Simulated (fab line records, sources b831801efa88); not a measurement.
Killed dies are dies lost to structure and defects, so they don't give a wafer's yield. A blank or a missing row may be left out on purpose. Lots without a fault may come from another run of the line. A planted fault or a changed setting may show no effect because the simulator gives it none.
fab line records | flow sfq_line | part 1 of 2: steps 1 to 27 of 39
record lots=5 wafers=15 last_day=90
route steps=325 shown I3@138 M4@148 I4@163
lots that met no fault: from a run of the same line without faults
start_h: hours from the record's first day to the start of the lot's first wafer shown | wait_h: hours since the lot's step before | " the same as in the row above | L1.1+2: a row that stands for several wafers | - no value, or no start given | * or withheld: withheld | < > ~ a bound
route shown NAME@n: a module of which the file shows steps, and the number in the route of the first | usual: mean/standard deviation of fault-free wafers | same: alike in all rows | chamber/n: place in a boat | sites: the reading at each site | _std_site: their standard deviation | _edge_site: outer sites' mean less inner sites' | radius_mm: how far each site lies from the wafer's centre | mask NAME#n: copy n | behind: the tool/chamber that last shaped the wafer | hold: why the lot was held/for how many hours/how that ended | device: the transistor (n, p or np) that didn't switch | end of line: the same wafers' tests at the end of the route | a step without rows: its recipe alone | killed: dies lost to structure and defects at the first sort, not the wafer's yield | map: a wafer's dies, x killed, . not, _ none there
set.NAME: the setting as run; set.NAME@STEP: as run at that earlier step | model.NAME: the simulator's own value behind a step, which no gauge read
lots at some steps of the route; a table a step, a row a wafer
services: from which hour (start_h, from the record's first day; less than 0 if before it) a tool's chamber was out of use, for how many hours, and why
## steps
# step SFQ_TRILAYER_I3_VIA_LITHO_COAT_085
# recipe resist=KrF spin_rpm=3000 resist_thk_nm=650
# columns lot.wafer tool chamber start_h wait_h
L074.1+2+5 litho_track-03 0 907.26 0.2
L076.2+5+6 litho_track-04 0 925.51 0.2
L087.1+4+5 litho_track-04 0 1045.91 0.2
L093.2+3+6 litho_track-04 0 1099.83 0.2
L095.3+4+5 litho_track-01 0 1240.02 0.2
# step SFQ_TRILAYER_I3_VIA_LITHO_SOFTBAKE_089
# recipe temp_c=withheld time_s=withheld resist=KrF
# columns lot.wafer tool chamber start_h wait_h
L074.1+2+5 litho_track-03 0 907.56 0.2
L076.2+5+6 litho_track-04 0 925.79 0.2
L087.1+4+5 litho_track-04 0 1046.21 0.2
L093.2+3+6 litho_track-04 0 1100.11 0.2
L095.3+4+5 litho_track-01 0 1240.27 0.2
# step SFQ_TRILAYER_I3_VIA_LITHO_EXPOSE_086
# recipe mask_id=I3 na=0.6 source_shape=conventional sigma_outer=0.65 target_cd_nm=500 dose_mj=21.3
# usual exposure_dose_mJ_cm2=21.299/0.023
# same sigma_outer=0.65
# columns lot.wafer tool chamber start_h wait_h mask exposure_dose_mJ_cm2
L074.1 krf_scanner-01 0 1040.51 - I3#0 21.278
L074.2 " 0 " " I3#0 21.305
L074.5 " 0 " " I3#0 21.318
L076.2 krf_scanner-01 0 1057.51 - I3#0 21.331
L076.5 " 0 " " I3#0 21.316
L076.6 " 0 " " I3#0 21.321
L087.1 krf_scanner-02 0 1169.64 - I3#0 21.275
L087.4 " 0 " " I3#0 21.306
L087.5 " 0 " " I3#0 21.285
L093.2 krf_scanner-02 0 1228.71 - I3#0 21.281
L093.3 " 0 " " I3#0 21.298
L093.6 " 0 " " I3#0 21.282
L095.3 krf_scanner-02 0 1240.77 - I3#0 21.289
L095.4 " 0 " " I3#0 21.319
L095.5 " 0 " " I3#0 21.277
# step SFQ_TRILAYER_I3_VIA_LITHO_PEB_088
# recipe peb_temp_c=115 peb_time_s=60 resist=KrF
# columns lot.wafer tool chamber start_h wait_h
L074.1+2+5 litho_track-01 0 1041.71 1.0
L076.2+5+6 litho_track-03 0 1058.54 0.8
L087.1+4+5 litho_track-04 0 1170.84 1.0
L093.2+3+6 litho_track-01 0 1229.73 0.8
L095.3+4+5 litho_track-04 0 1241.62 0.7
# step SFQ_TRILAYER_I3_VIA_LITHO_DEVELOP_087
# recipe time_s=60 resist=KrF
# columns lot.wafer tool chamber start_h wait_h
L074.1+2+5 litho_track-01 0 1041.86 0.1
L076.2+5+6 litho_track-03 0 1058.69 0.1
L087.1+4+5 litho_track-04 0 1170.99 0.1
L093.2+3+6 litho_track-01 0 1229.88 0.1
L095.3+4+5 litho_track-04 0 1241.77 0.1
# step SFQ_I3_OVL_MEAS_923
# usual I3_OVL=0/6
# columns lot.wafer tool chamber start_h wait_h I3_OVL[nm]
L074.1 overlay-02 - 1042.01 0.1 0
L074.2 " - " " -10
L074.5 " - " " 1
L076.2 overlay-02 - 1058.82 0.1 0
L076.5 " - " " 4
L076.6 " - " " 8
L087.1 overlay-02 - 1171.14 0.1 -5
L087.4 " - " " -1
L087.5 " - " " -3
L093.2 overlay-01 - 1230.01 0.1 -3
L093.3 " - " " -1
L093.6 " - " " -13
L095.3 overlay-02 - 1241.89 0.1 6
L095.4 " - " " 5
L095.5 " - " " 6
# step SFQ_TRILAYER_I3_VIA_BARC_OPEN_VIA_ETCH_121
# recipe mask_material=PR chemistry=O2 target_depth_nm=125 target=BARC source_w=482.5 bias_w=80 pressure_mtorr=30 time_s=41.7
# usual drypump_motor_current_A=5.6/0.42 oes_product_au=0.685/0.0049
# columns lot.wafer tool chamber start_h wait_h drypump_motor_current_A oes_product_au rf_hours_counter_h
L074.1 rie_diel-04 1 1042.05 0.0 5.9 0.685 8
L074.2 " 2 " " 5.0 0.687 3
L074.5 " 1 " " 6.0 0.680 -
L076.2 rie_diel-04 0 1058.85 0.0 5.0 0.690 9
L076.5 " 0 " " 4.9 0.686 -
L076.6 " 1 " " 6.0 0.678 -
L087.1 rie_diel-04 0 1171.17 0.0 5.0 0.691 10
L087.4 " 2 " " 5.0 0.685 -
L087.5 " 0 " " 5.0 0.687 -
L093.2 rie_diel-02 1 1230.04 0.0 6.0 0.684 10
L093.3 " 3 " " 5.4 0.694 8
L093.6 " 3 " " 5.4 0.693 -
L095.3 rie_diel-02 0 1241.91 0.0 5.1 0.685 9
L095.4 " 2 " " 6.1 0.676 12
L095.5 " 0 " " 5.1 0.686 -
# step SFQ_TRILAYER_I3_VIA_ETCH_VIA_ETCH_088
# recipe target=SiO2 stop_on=Nb mask_material=PR taper_deg=20 chemistry=CHF3 target_depth_nm=260 source_w=500 bias_w=80 pressure_mtorr=30 time_s=withheld
# usual drypump_motor_current_A=5.6/0.43 oes_product_au=0.856/0.005
# columns lot.wafer tool chamber start_h wait_h drypump_motor_current_A oes_product_au
L074.1 rie_diel-04 1 1042.09 0.0 6.0 0.856
L074.2 " 2 " " 5.0 0.865
L074.5 " 1 " " 6.0 0.854
L076.2 rie_diel-04 0 1058.89 0.0 5.0 0.854
L076.5 " 0 " " 4.9 0.858
L076.6 " 1 " " 6.0 0.848
L087.1 rie_diel-04 0 1171.21 0.0 5.0 0.847
L087.4 " 2 " " 5.0 0.851
L087.5 " 0 " " 5.0 0.855
L093.2 rie_diel-02 1 1230.08 0.0 6.0 0.845
L093.3 " 3 " " 5.4 0.862
L093.6 " 3 " " 5.4 0.857
L095.3 rie_diel-02 0 1241.95 0.0 5.1 0.848
L095.4 " 2 " " 6.1 0.858
L095.5 " 0 " " 5.1 0.850
# step SFQ_TRILAYER_I3_VIA_STRIP_STRIP_089
# recipe gas=O2 power_w=200 platen_temp_c=40 overash_fraction=0.65 chemistry=O2 pressure_mtorr=50
# usual drypump_motor_current_A=6.02/0.29 oes_product_au=0.998/0.0078
# same overash_fraction=0.65
# columns lot.wafer tool chamber start_h wait_h drypump_motor_current_A oes_product_au rf_hours_counter_h
L074.1 rie_metal-01 0 1042.20 - 6.44 0.998 85
L074.2 " 1 " " 5.89 1.002 38
L074.5 " 0 " " 6.46 0.988 -
L076.2 rie_metal-01 1 1059.00 - 5.87 0.988 40
L076.5 " 0 " " 6.45 0.995 -
L076.6 " 1 " " 5.87 0.993 -
L087.1 rie_metal-03 0 1171.32 - 6.10 0.993 46
L087.4 " 1 " " 6.01 0.989 -
L087.5 " 1 " " 6.01 0.997 -
L093.2 rie_metal-03 0 1230.19 - 6.11 0.998 59
L093.3 " 1 " " 6.01 1.002 -
L093.6 " 0 " " 6.10 1.008 -
L095.3 rie_metal-03 0 1242.26 - 6.09 1.004 -
L095.4 " 1 " " 5.99 0.996 -
L095.5 " 0 " " 6.12 0.997 -
# step SFQ_TRILAYER_I3_VIA_STRIP_SOLV_CLEAN_090
# recipe chemistry=NMP temp_c=70 time_s=600
# columns lot.wafer tool chamber start_h wait_h
L074.1+2+5 wet_bench-04 4,3,5 1042.80 0.4
L076.2+5+6 wet_bench-04 6,0,7 1059.60 0.4
L087.1+4+5 wet_bench-03 2,7,0 1171.92 0.4
L093.2+3+6 wet_bench-02 7,1,5 1230.79 0.4
L095.3+4+5 wet_bench-03 6,0,3 1242.66 0.2
# step SFQ_TRILAYER_M4_DEP_PRE_CLEAN_092
# recipe gas=Ar time_s=22.5 bias_v=250
# columns lot.wafer tool chamber start_h wait_h
L074.1+2+5 pvd_sputter-04 - 1042.97 0.0
L076.2+5+6 pvd_sputter-03 - 1059.77 0.0
L087.1+4+5 pvd_sputter-06 - 1172.10 0.0
L093.2+3+6 pvd_sputter-04 - 1230.97 0.0
L095.3+4+5 pvd_sputter-03 - 1242.84 0.0
# step SFQ_TRILAYER_M4_DEP_SPUTTER_091
# recipe material=Nb base_pressure_pa=1.33e-06 chamber_pressure_pa=0.1333 substrate_temp_c=20 resputter_cathode_voltage_v=400 target_thk_nm=200 power_w=2000 time_s=133.3
# usual chamber_pressure_pa=0.13332/0.00024 resputter_cathode_voltage_v=400/4.6 throttle_valve_pct=30.0/1.2
# columns lot.wafer tool chamber start_h wait_h chamber_pressure_pa resputter_cathode_voltage_v throttle_valve_pct
L074.1 pvd_sputter-04 - 1043.00 0.0 0.13384 401 31.0
L074.2 " - " " 0.1334 394 31.1
L074.5 " - " " 0.13358 399 31.0
L076.2 pvd_sputter-03 - 1059.80 0.0 0.13363 398 30.4
L076.5 " - " " 0.13326 400 27.9
L076.6 " - " " 0.13349 405 30.5
L087.1 pvd_sputter-06 - 1172.13 0.0 0.13321 401 30.3
L087.4 " - " " 0.13331 401 30.2
L087.5 " - " " 0.13304 394 28.6
L093.2 pvd_sputter-04 - 1231.00 0.0 0.13361 402 30.8
L093.3 " - " " 0.1332 392 31.4
L093.6 " - " " 0.13359 406 29.7
L095.3 pvd_sputter-03 - 1242.87 0.0 0.13312 398 31.7
L095.4 " - " " 0.133 408 30.2
L095.5 " - " " 0.13344 393 30.7
# step SFQ_M4_RS_MEAS_924
# recipe thk_meas_gauge=four-point-probe reads=Nb_of_TRILAYER_M4_DEP_SPUTTER_091
# usual M4_NB_RS=0.890/0.0089
# columns lot.wafer tool chamber start_h wait_h M4_NB_RS[ohm/sq]
L074.1 film_metro-04 - 1043.09 0.0 0.892
L074.2 " - " " 0.888
L074.5 " - " " 0.885
L076.2 film_metro-04 - 1059.91 0.1 0.904
L076.5 " - " " 0.902
L076.6 " - " " 0.894
L087.1 film_metro-03 - 1172.22 0.0 0.891
L087.4 " - " " 0.890
L087.5 " - " " 0.892
L093.2 film_metro-03 - 1231.11 0.1 0.881
L093.3 " - " " 0.886
L093.6 " - " " 0.882
L095.3 film_metro-04 - 1243.00 0.1 0.894
L095.4 " - " " 0.897
L095.5 " - " " 0.892
# step SFQ_TRILAYER_M4_LITHO_COAT_098
# recipe resist=BARC spin_rpm=3000 resist_thk_nm=62
# columns lot.wafer tool chamber start_h wait_h
L074.1+2+5 litho_track-01 0 1043.28 0.1
L076.2+5+6 litho_track-03 0 1060.12 0.1
L087.1+4+5 litho_track-03 0 1172.40 0.1
L093.2+3+6 litho_track-03 0 1231.32 0.1
L095.3+4+5 litho_track-03 0 1243.33 0.2
# step SFQ_TRILAYER_M4_LITHO_COAT_093
# recipe resist=KrF spin_rpm=3000 resist_thk_nm=600
# columns lot.wafer tool chamber start_h wait_h
L074.1+2+5 litho_track-01 0 1043.58 0.2
L076.2+5+6 litho_track-03 0 1060.42 0.2
L087.1+4+5 litho_track-03 0 1172.70 0.2
L093.2+3+6 litho_track-03 0 1231.62 0.2
L095.3+4+5 litho_track-03 0 1243.63 0.2
# step SFQ_TRILAYER_M4_LITHO_SOFTBAKE_097
# recipe temp_c=withheld time_s=withheld resist=KrF
# columns lot.wafer tool chamber start_h wait_h
L074.1+2+5 litho_track-01 0 1043.88 0.2
L076.2+5+6 litho_track-03 0 1060.70 0.2
L087.1+4+5 litho_track-03 0 1173.00 0.2
L093.2+3+6 litho_track-03 0 1231.89 0.2
L095.3+4+5 litho_track-03 0 1243.88 0.2
# step SFQ_TRILAYER_M4_LITHO_EXPOSE_094
# recipe mask_id=M4 na=0.6 source_shape=conventional sigma_outer=0.65 target_cd_nm=500 dose_mj=14.4
# usual exposure_dose_mJ_cm2=14.401/0.013
# same sigma_outer=0.65
# columns lot.wafer tool chamber start_h wait_h mask exposure_dose_mJ_cm2
L074.1 krf_scanner-02 0 1046.70 - M4#0 14.395
L074.2 " 0 " " M4#0 14.406
L074.5 " 0 " " M4#0 14.427
L076.2 krf_scanner-01 0 1186.76 - M4#0 14.396
L076.5 " 0 " " M4#0 14.405
L076.6 " 0 " " M4#0 14.390
L087.1 krf_scanner-02 0 1306.33 - M4#0 14.402
L087.4 " 0 " " M4#0 14.389
L087.5 " 0 " " M4#0 14.406
L093.2 krf_scanner-01 0 1358.26 - M4#0 14.395
L093.3 " 0 " " M4#0 14.408
L093.6 " 0 " " M4#0 14.393
L095.3 krf_scanner-02 0 1375.38 - M4#0 14.406
L095.4 " 0 " " M4#0 14.373
L095.5 " 0 " " M4#0 14.396
# step SFQ_TRILAYER_M4_LITHO_PEB_096
# recipe peb_temp_c=115 peb_time_s=60 resist=KrF
# columns lot.wafer tool chamber start_h wait_h
L074.1+2+5 litho_track-02 0 1047.90 1.0
L076.2+5+6 litho_track-03 0 1187.79 0.8
L087.1+4+5 litho_track-03 0 1307.53 1.0
L093.2+3+6 litho_track-02 0 1359.28 0.8
L095.3+4+5 litho_track-03 0 1376.23 0.7
# step SFQ_TRILAYER_M4_LITHO_DEVELOP_095
# recipe time_s=60 resist=KrF
# columns lot.wafer tool chamber start_h wait_h
L074.1+2+5 litho_track-02 0 1048.05 0.1
L076.2+5+6 litho_track-03 0 1187.94 0.1
L087.1+4+5 litho_track-03 0 1307.68 0.1
L093.2+3+6 litho_track-02 0 1359.43 0.1
L095.3+4+5 litho_track-03 0 1376.38 0.1
# step SFQ_M4_OVL_MEAS_926
# usual M4_OVL=2/6.1
# columns lot.wafer tool chamber start_h wait_h M4_OVL[nm]
L074.1 overlay-01 - 1048.20 0.1 -3
L074.2 " - " " -7
L074.5 " - " " -3
L076.2 overlay-02 - 1188.07 0.1 22
L076.5 " - " " 15
L076.6 " - " " 17
L087.1 overlay-01 - 1307.83 0.1 8
L087.4 " - " " 7
L087.5 " - " " 4
L093.2 overlay-01 - 1359.56 0.1 9
L093.3 " - " " 9
L093.6 " - " " 7
L095.3 overlay-01 - 1376.50 0.1 7
L095.4 " - " " 6
L095.5 " - " " 4
# step SFQ_TRILAYER_M4_BARC_OPEN_METAL_ETCH_123
# recipe mask_material=PR chemistry=O2 target_depth_nm=125 target=BARC icp_w=600 bias_w=81.52 pressure_mtorr=10 time_s=41.7
# usual drypump_motor_current_A=5.9/0.42 oes_product_au=0.685/0.0046
# columns lot.wafer tool chamber start_h wait_h drypump_motor_current_A oes_product_au rf_hours_counter_h
L074.1 rie_metal-01 0 1048.23 0.0 6.5 0.691 86
L074.2 " 1 " " 5.9 0.687 39
L074.5 " 1 " " 5.9 0.687 -
L076.2 rie_metal-03 1 1188.10 0.0 6.0 0.693 128
L076.5 " 1 " " 6.0 0.684 -
L076.6 " 0 " " 6.1 0.679 -
L087.1 rie_metal-04 1 1307.87 0.0 5.9 0.686 8
L087.4 " 0 " " 5.1 0.693 -
L087.5 " 1 " " 5.8 0.682 -
L093.2 rie_metal-03 0 1359.59 0.0 6.1 0.690 78
L093.3 " 1 " " 6.0 0.681 -
L093.6 " 0 " " 6.1 0.684 -
L095.3 rie_metal-01 0 1376.54 0.0 6.4 0.685 -
L095.4 " 1 " " 5.9 0.686 -
L095.5 " 0 " " 6.5 0.686 -
# step SFQ_TRILAYER_M4_ETCH_METAL_ETCH_096
# recipe target=Nb stop_on=SiO2 mask_material=PR chemistry=Cl2/Ar target_depth_nm=240 icp_w=600 bias_w=80 pressure_mtorr=10 time_s=120
# usual drypump_motor_current_A=5.9/0.42 oes_product_au=0.895/0.0073
# columns lot.wafer tool chamber start_h wait_h drypump_motor_current_A oes_product_au rf_hours_counter_h
L074.1 rie_metal-01 0 1048.29 0.0 6.5 0.889 86
L074.2 " 1 " " 5.9 0.892 39
L074.5 " 1 " " 5.9 0.891 -
L076.2 rie_metal-03 1 1188.16 0.0 6.0 0.888 128
L076.5 " 1 " " 6.0 0.884 -
L076.6 " 0 " " 6.1 0.895 -
L087.1 rie_metal-04 1 1307.93 0.0 5.8 0.880 8
L087.4 " 0 " " 5.1 0.901 -
L087.5 " 1 " " 5.9 0.890 -
L093.2 rie_metal-03 0 1359.65 0.0 6.1 0.889 78
L093.3 " 1 " " 6.0 0.899 -
L093.6 " 0 " " 6.1 0.901 -
L095.3 rie_metal-01 0 1376.62 0.1 6.4 0.880 -
L095.4 " 1 " " 5.9 0.888 -
L095.5 " 0 " " 6.5 0.899 -
# step SFQ_TRILAYER_M4_STRIP_STRIP_097
# recipe gas=O2 power_w=200 platen_temp_c=40 overash_fraction=0.65 chemistry=O2 pressure_mtorr=50
# usual drypump_motor_current_A=5.9/0.42 oes_product_au=1.000/0.0085
# same overash_fraction=0.65
# columns lot.wafer tool chamber start_h wait_h drypump_motor_current_A oes_product_au rf_hours_counter_h
L074.1 rie_metal-01 0 1048.42 0.1 6.5 1.002 86
L074.2 " 1 " " 5.9 1.005 39
L074.5 " 1 " " 5.9 0.997 -
L076.2 rie_metal-03 1 1188.28 0.1 6.0 0.989 128
L076.5 " 1 " " 6.0 1.009 -
L076.6 " 0 " " 6.1 1.009 -
L087.1 rie_metal-04 1 1308.05 0.1 5.8 1.011 8
L087.4 " 0 " " 5.1 0.998 -
L087.5 " 1 " " 5.8 1.008 -
L093.2 rie_metal-03 0 1359.78 0.1 6.1 0.997 78
L093.3 " 1 " " 6.0 1.009 -
L093.6 " 0 " " 6.1 1.017 -
L095.3 rie_metal-01 0 1376.90 0.2 6.5 1.002 -
L095.4 " 1 " " 5.9 0.999 -
L095.5 " 0 " " 6.5 0.997 -
# step SFQ_TRILAYER_M4_STRIP_SOLV_CLEAN_098
# recipe chemistry=NMP temp_c=70 time_s=600
# columns lot.wafer tool chamber start_h wait_h
L074.1+2+5 wet_bench-03 7,0,3 1049.02 0.4
L076.2+5+6 wet_bench-04 2,3,5 1188.88 0.4
L087.1+4+5 wet_bench-04 5,1,3 1308.65 0.4
L093.2+3+6 wet_bench-03 3,7,0 1360.38 0.4
L095.3+4+5 wet_bench-04 1,2,6 1377.30 0.2
# step SFQ_TRILAYER_I4_DEP_PECVD_099
# recipe material=SiO2 temp_c=150 time_s=111.11 pressure_torr=2.4 rf_w=183.3 precursor=SiH4/N2O target_thk_nm=500
# usual heater_power_w=72/13 throttle_valve_pct=24.5/1
# columns lot.wafer tool chamber start_h wait_h heater_power_w throttle_valve_pct
L074.1 pecvd-02 2 1049.37 0.0 77 24.3
L074.2 " 1 " " 59 24.0
L074.5 " 2 " " 77 24.7
L076.2 pecvd-02 1 1189.06 0.0 61 24.2
L076.5 " 1 " " 61 24.3
L076.6 " 2 " " 75 25.3
L087.1 pecvd-02 0 1308.83 0.0 65 24.9
L087.4 " 1 " " 53 24.6
L087.5 " 2 " " 80 25.3
L093.2 pecvd-04 2 1360.55 0.0 89 21.8
L093.3 " 0 " " 45 23.7
L093.6 " 0 " " 49 23.5
L095.3 pecvd-04 2 1377.48 0.0 93 22.3
L095.4 " 0 " " 57 23.7
L095.5 " 1 " " 86 23.9
# step SFQ_TRILAYER_I4_CMP_CMP_100
# recipe material=SiO2 down_force_psi=3 platen_rpm=60 pad_velocity_m_s=0.94248
# usual motor_current_A=10.0/1.4 retaining_ring_pressure_frac=1.001/0.005 time_to_endpoint_s=215/5.8
# columns lot.wafer tool chamber start_h wait_h motor_current_A retaining_ring_pressure_frac time_to_endpoint_s
L074.2 cmp-01 3 1053.71 4.3 8.6 0.995 210
L074.1 " 0 " " 8.4 1.000 212
L074.5 " 2 1055.21 5.8 12.6 1.007 222
L076.2 cmp-01 2 1191.54 2.4 11.8 1.002 209
L076.5 " 2 1193.54 4.4 12.0 1.007 220
L076.6 " 3 " " 8.4 1.007 212
L087.4 cmp-02 2 1309.41 0.5 11.8 1.005 215
L087.1 " 3 " " 8.8 1.005 206
L087.5 " 2 1311.41 2.5 12.0 1.002 212
L093.2 cmp-01 0 1363.91 3.3 8.5 0.999 217
L093.3 " 1 " " 9.4 1.000 211
L093.6 " 2 " " 12.3 0.998 224
L095.3 cmp-02 1 1378.56 1.0 9.9 0.996 213
L095.4 " 2 " " 11.5 0.998 221
L095.5 " 0 1380.06 2.5 10.7 1.008 223
# step SFQ_I4_BOW_MEAS_927
# recipe mode=bow
# usual I4_BOW=4/9.3
# columns lot.wafer tool chamber start_h wait_h I4_BOW[um]
L074.1 film_metro-02 - 1056.21 1.5 1
L074.2 " - " " 13
L074.5 " - " " 13
L076.2 film_metro-01 - 1194.56 2.5 -4
L076.5 " - " " 4
L076.6 " - " " -13
L087.1 film_metro-02 - 1311.91 1.5 5
L087.4 " - " " 18
L087.5 " - " " 11
L093.2 film_metro-02 - 1365.93 1.5 7
L093.3 " - " " 7
L093.6 " - " " 8
L095.3 film_metro-02 - 1380.60 1.5 3
L095.4 " - " " 8
L095.5 " - " " 9
